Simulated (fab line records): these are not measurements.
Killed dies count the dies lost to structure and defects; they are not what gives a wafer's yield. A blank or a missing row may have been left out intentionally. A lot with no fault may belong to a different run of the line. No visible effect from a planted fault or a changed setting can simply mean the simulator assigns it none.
Chamber matching    flow sfq-line    4 sister chambers for SFQ_TRILAYER_I3_CMP_CMP_082 on cmp-02
The step polishes SiO2. 4 wafers are shown with their chamber, then 8 later ones without.

WAFERS PAIRED WITH THEIR CHAMBERS
wafer   chamber  motor-current-A (A)
L256.6  2        11.7
L257.2  0        8.6
L257.6  1        11.4
L259.3  3        9.1

WAFERS WITH NO CHAMBER GIVEN
wafer   motor-current-A (A)
L259.5  11.6
L259.6  9.2
L260.2  11.5
L260.4  11.7
L260.6  11.7
L262.2  12.0
L262.5  10.0
L262.6  8.7

THE CHAMBER EACH PASSED THROUGH
wafer   from the rows above           in truth
L259.5  can't be placed: 2 or 1       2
L259.6  can't be placed: 3 or 0       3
L260.2  can't be placed: 1 or 2       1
L260.4  can't be placed: 2 or 1       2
L260.6  can't be placed: 2 or 1       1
L262.2  can't be placed: 2 or 1       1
L262.5  can't be placed: 3 or 0 or 1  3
L262.6  can't be placed: 0 or 3       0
Correctly placed: 0 of 8. These rows do not allow placing 8 (true chamber among the candidates in 8). 0 placed wrongly.
How it was worked out, from the rows above alone: a wafer's distance from a chamber is the root of the sum, over the readings, of the square of ((its reading less the chamber's mean) divided by the reading's scatter). If the next closest chamber is less than 2 further off than the closest, the wafer can't be placed; otherwise it belongs to the closest. For every chamber, the mean is computed from those of its wafers that are shown. The scatter: with one shown wafer a chamber, the root of the mean of the squares of how far each hidden wafer lies from its nearest shown one.
